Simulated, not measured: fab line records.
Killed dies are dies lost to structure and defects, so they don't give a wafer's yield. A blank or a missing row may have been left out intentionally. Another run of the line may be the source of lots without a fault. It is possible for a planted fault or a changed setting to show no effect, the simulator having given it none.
Which of the tools did it? :: flow sky130 :: Sampling: 12 lots, 36 wafers, 2 of 708 route steps

== WHAT THE GAUGES SHOWED, per wafer ==
SKY_CONTACT_THK_MEAS_03.
lot: L076
measured: day 31 10:29
on: film metro-01
CONTACT_HDPCVD_THK (nm): 561 555 566

lot: L077
measured: day 31 17:44
on: film metro-02
CONTACT_HDPCVD_THK (nm): 571 575 560

lot: L079
measured: day 32 03:34
on: film metro-02
CONTACT_HDPCVD_THK (nm): 570 552 574

lot: L080
measured: day 32 23:22
on: film metro-04
CONTACT_HDPCVD_THK (nm): 557 573 558

lot: L083
measured: day 33 11:41
on: film metro-01
CONTACT_HDPCVD_THK (nm): 563 556 565

lot: L085
measured: day 34 05:51
on: film metro-02
CONTACT_HDPCVD_THK (nm): 561 573 572

lot: L087
measured: day 34 14:56
on: film metro-04
CONTACT_HDPCVD_THK (nm): 564 567 562

lot: L089
measured: day 35 03:32
on: film metro-01
CONTACT_HDPCVD_THK (nm): 567 571 565

lot: L091
measured: day 35 16:41
on: film metro-02
CONTACT_HDPCVD_THK (nm): 571 583 560

lot: L093
measured: day 36 09:22
on: film metro-01
CONTACT_HDPCVD_THK (nm): 567 559 562

lot: L095
measured: day 37 03:26
on: film metro-01
CONTACT_HDPCVD_THK (nm): 566 565 565

lot: L097
measured: day 37 12:18
on: film metro-04
CONTACT_HDPCVD_THK (nm): 571 571 569

== TOOL THAT RAN EACH LOT (tool first, then ch and the chambers of the sampled wafers, then the start) ==
lot: L076
SKY_LI_CONTACT_CMP_24: cmp-01 ch 0,2,3, day 30 05:20

lot: L077
SKY_LI_CONTACT_CMP_24: cmp-01 ch 1,2, day 30 12:02

lot: L079
SKY_LI_CONTACT_CMP_24: cmp-01 ch 0,2,3, day 30 22:07

lot: L080
SKY_LI_CONTACT_CMP_24: cmp-02 ch 0,1,3, day 31 18:57

lot: L083
SKY_LI_CONTACT_CMP_24: cmp-02 ch 1,2,3, day 32 07:04

lot: L085
SKY_LI_CONTACT_CMP_24: cmp-01 ch 0,2,3, day 33 01:15

lot: L087
SKY_LI_CONTACT_CMP_24: cmp-01 ch 0,1, day 33 11:18

lot: L089
SKY_LI_CONTACT_CMP_24: cmp-01 ch 0,1,2, day 33 22:56

lot: L091
SKY_LI_CONTACT_CMP_24: cmp-02 ch 1,2,3, day 34 12:22

lot: L093
SKY_LI_CONTACT_CMP_24: cmp-02 ch 1,2,3, day 35 06:14

lot: L095
SKY_LI_CONTACT_CMP_24: cmp-01 ch 0,1,2, day 36 00:00

lot: L097
SKY_LI_CONTACT_CMP_24: cmp-02 ch 0,1,3, day 36 09:13
- SKY_LI_CONTACT_CMP_24: polishes, stops on PSG, t overpolish 20 s, target thk 0 nm.

== THE ANSWER, worked out from the rows above alone ==
Rule: the usual values come from the lots themselves. The widest of any qualifying gaps counts: lots, ordered by their means at a reading, are off when they make up no more than a third of the lots, leave a main group of 4 or more, and stand apart from it by 3 or more times the standard deviation of that group's means. The tables above print the reading to a certain number of digits; a main group whose means all agree to those digits is not used. A lot without any number at a reading at which 4 lots or more have one is off too. The other lots that the step has rows for count as sound.
None of the lots is off at any reading shown; this tells nothing.

== WHAT THE SIMULATOR HAD INSERTED ==
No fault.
